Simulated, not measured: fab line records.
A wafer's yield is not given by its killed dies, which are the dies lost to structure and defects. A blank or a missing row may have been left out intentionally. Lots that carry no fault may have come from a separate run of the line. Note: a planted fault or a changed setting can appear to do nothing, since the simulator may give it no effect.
Split-lot study || flow sfq-line || on a route of 325 steps: 5 lots, 23 wafers read

THE SPLIT
At SFQ_TRILAYER_I6_VIA_LITHO_EXPOSE_170 (exposes mask I6, target cd 700 nm), the setting dose-mj was moved away from the recipe's 21.3 on 8 of the 23 wafers read, by -5.7% to +4.6%. All remaining wafers had this setting at the recipe value.

FROM THE SPLIT TO THE READING: what the file shows between them, 3 steps
- SFQ_TRILAYER_I6_VIA_LITHO_PEB_172: peb time 60 s
- SFQ_TRILAYER_I6_VIA_LITHO_DEVELOP_171: time 60 s
- SFQ_TRILAYER_I6_VIA_BARC_OPEN_VIA_ETCH_235: etches BARC in O2, target depth 125 nm, time 41.7 s

THE READING
I6.cd-nm (the simulator's own value, which no gauge read), in nm, at SFQ_TRILAYER_I6_VIA_ETCH_VIA_ETCH_172 (etches SiO2 in CHF3, stops on Nb, target depth 260 nm). There is no usual value for it anywhere in the file. Here, 15 wafers ran the recipe; their average is 700.5 nm with a standard deviation of 1.6 nm.

{"wafer": "L075.3", "tool, chamber at the split": "krf-scanner-02, 0", "dose-mj as run": 21.3, "against the recipe": "recipe", "I6.cd-nm, nm": 699.9, "against lot-mates on the recipe": "-"}
{"wafer": "L075.4", "tool, chamber at the split": "krf-scanner-02, 0", "dose-mj as run": 21.3, "against the recipe": "recipe", "I6.cd-nm, nm": 700.4, "against lot-mates on the recipe": "-"}
{"wafer": "L075.5", "tool, chamber at the split": "krf-scanner-02, 0", "dose-mj as run": 21.3, "against the recipe": "recipe", "I6.cd-nm, nm": 699.3, "against lot-mates on the recipe": "-"}
{"wafer": "L079.1", "tool, chamber at the split": "krf-scanner-02, 0", "dose-mj as run": 21.3, "against the recipe": "recipe", "I6.cd-nm, nm": 698.5, "against lot-mates on the recipe": "-"}
{"wafer": "L079.2", "tool, chamber at the split": "krf-scanner-02, 0", "dose-mj as run": 20.09, "against the recipe": "-5.7%", "I6.cd-nm, nm": 691.1, "against lot-mates on the recipe": -9.0}
{"wafer": "L079.4", "tool, chamber at the split": "krf-scanner-02, 0", "dose-mj as run": 20.09, "against the recipe": "-5.7%", "I6.cd-nm, nm": 688.2, "against lot-mates on the recipe": -11.9}
{"wafer": "L079.5", "tool, chamber at the split": "krf-scanner-02, 0", "dose-mj as run": 21.3, "against the recipe": "recipe", "I6.cd-nm, nm": 701.6, "against lot-mates on the recipe": "-"}
{"wafer": "L079.6", "tool, chamber at the split": "krf-scanner-02, 0", "dose-mj as run": 21.3, "against the recipe": "recipe", "I6.cd-nm, nm": 700.3, "against lot-mates on the recipe": "-"}
{"wafer": "L080.1", "tool, chamber at the split": "krf-scanner-02, 0", "dose-mj as run": 21.3, "against the recipe": "recipe", "I6.cd-nm, nm": 699, "against lot-mates on the recipe": "-"}
{"wafer": "L080.2", "tool, chamber at the split": "krf-scanner-02, 0", "dose-mj as run": 21.3, "against the recipe": "recipe", "I6.cd-nm, nm": 699.4, "against lot-mates on the recipe": "-"}
{"wafer": "L080.3", "tool, chamber at the split": "krf-scanner-02, 0", "dose-mj as run": 20.55, "against the recipe": "-3.5%", "I6.cd-nm, nm": 695.6, "against lot-mates on the recipe": -3.8}
{"wafer": "L080.4", "tool, chamber at the split": "krf-scanner-02, 0", "dose-mj as run": 21.3, "against the recipe": "recipe", "I6.cd-nm, nm": 699.9, "against lot-mates on the recipe": "-"}
{"wafer": "L080.5", "tool, chamber at the split": "krf-scanner-02, 0", "dose-mj as run": 20.55, "against the recipe": "-3.5%", "I6.cd-nm, nm": 695.2, "against lot-mates on the recipe": -4.2}
{"wafer": "L081.1", "tool, chamber at the split": "krf-scanner-01, 0", "dose-mj as run": 21.3, "against the recipe": "recipe", "I6.cd-nm, nm": 703.6, "against lot-mates on the recipe": "-"}
{"wafer": "L081.5", "tool, chamber at the split": "krf-scanner-01, 0", "dose-mj as run": 21.3, "against the recipe": "recipe", "I6.cd-nm, nm": 703.6, "against lot-mates on the recipe": "-"}
{"wafer": "L081.2", "tool, chamber at the split": "krf-scanner-01, 0", "dose-mj as run": 21.3, "against the recipe": "recipe", "I6.cd-nm, nm": 698.8, "against lot-mates on the recipe": "-"}
{"wafer": "L081.3", "tool, chamber at the split": "krf-scanner-01, 0", "dose-mj as run": 22.27, "against the recipe": "+4.6%", "I6.cd-nm, nm": 704.7, "against lot-mates on the recipe": "+2.7"}
{"wafer": "L081.6", "tool, chamber at the split": "krf-scanner-01, 0", "dose-mj as run": 22.27, "against the recipe": "+4.6%", "I6.cd-nm, nm": 706.8, "against lot-mates on the recipe": "+4.8"}
{"wafer": "L083.2", "tool, chamber at the split": "krf-scanner-02, 0", "dose-mj as run": 21.3, "against the recipe": "recipe", "I6.cd-nm, nm": 702, "against lot-mates on the recipe": "-"}
{"wafer": "L083.3", "tool, chamber at the split": "krf-scanner-02, 0", "dose-mj as run": 20.86, "against the recipe": "-2.1%", "I6.cd-nm, nm": 695.8, "against lot-mates on the recipe": -5.1}
{"wafer": "L083.4", "tool, chamber at the split": "krf-scanner-02, 0", "dose-mj as run": 21.3, "against the recipe": "recipe", "I6.cd-nm, nm": 701.5, "against lot-mates on the recipe": "-"}
{"wafer": "L083.5", "tool, chamber at the split": "krf-scanner-02, 0", "dose-mj as run": 21.3, "against the recipe": "recipe", "I6.cd-nm, nm": 699.1, "against lot-mates on the recipe": "-"}
{"wafer": "L083.6", "tool, chamber at the split": "krf-scanner-02, 0", "dose-mj as run": 20.86, "against the recipe": "-2.1%", "I6.cd-nm, nm": 698.3, "against lot-mates on the recipe": -2.6}

FIT RESULTS
A straight line over all 23 wafers: I6.cd-nm changes by +1.55 nm for each +1% of dose-mj; r = +0.92; the points scatter about the line by 1.7 nm.
The same after taking each lot's own level away (the mean of its wafers on the recipe; 23 wafers): +1.37 nm for each +1%; r = +0.90; scatter 1.7 nm.
Per that fit: largest dose-mj move, reading shift of 7.8 nm.
The lots' own levels span 699.43 to 702.00 nm, that is 1.6 times the standard deviation above.
Thus the slope moves with the lot-to-lot level: the two fits are different.
Check: -8.01 nm against its lot-mates is what the line predicts for one of the wafers moved furthest among these (-5.7%) when that wafer is left out of the fit. It came out at -9.03 nm against them.

THE OTHER SPLITS THESE WAFERS WENT THROUGH
Other splits were also applied to these wafers ahead of the reading. Each is held against what the fit with the lots' levels taken away leaves over:
{"other split on the same wafers": "SFQ_TRILAYER_I6_DEP_PECVD_165 time-s", "wafers away from the commonest value": 7, "r with I6.cd-nm (lot level and that fit taken away)": "+0.17"}

THE WHOLE CHAIN: every reading that the file lists as answering this split, in the file's order
{"step": "SFQ_TRILAYER_I6_VIA_BARC_OPEN_VIA_ETCH_235", "what it does": "etches BARC in O2, target depth 125 nm, time 41.7 s", "reading": "I6.cd-nm (the simulator's own value, which no gauge read)", "change (the file's fit)": "+1.81 nm for each +1% of the setting", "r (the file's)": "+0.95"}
{"step": "SFQ_TRILAYER_I6_VIA_ETCH_VIA_ETCH_172", "what it does": "etches SiO2 in CHF3, stops on Nb, target depth 260 nm", "reading": "I6.cd-nm (the simulator's own value, which no gauge read)", "change (the file's fit)": "+1.41 nm for each +1% of the setting", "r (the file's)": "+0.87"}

FILE'S OWN FIT
I6.cd-nm changes by +1.41 nm for each +1% of dose-mj, r = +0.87.
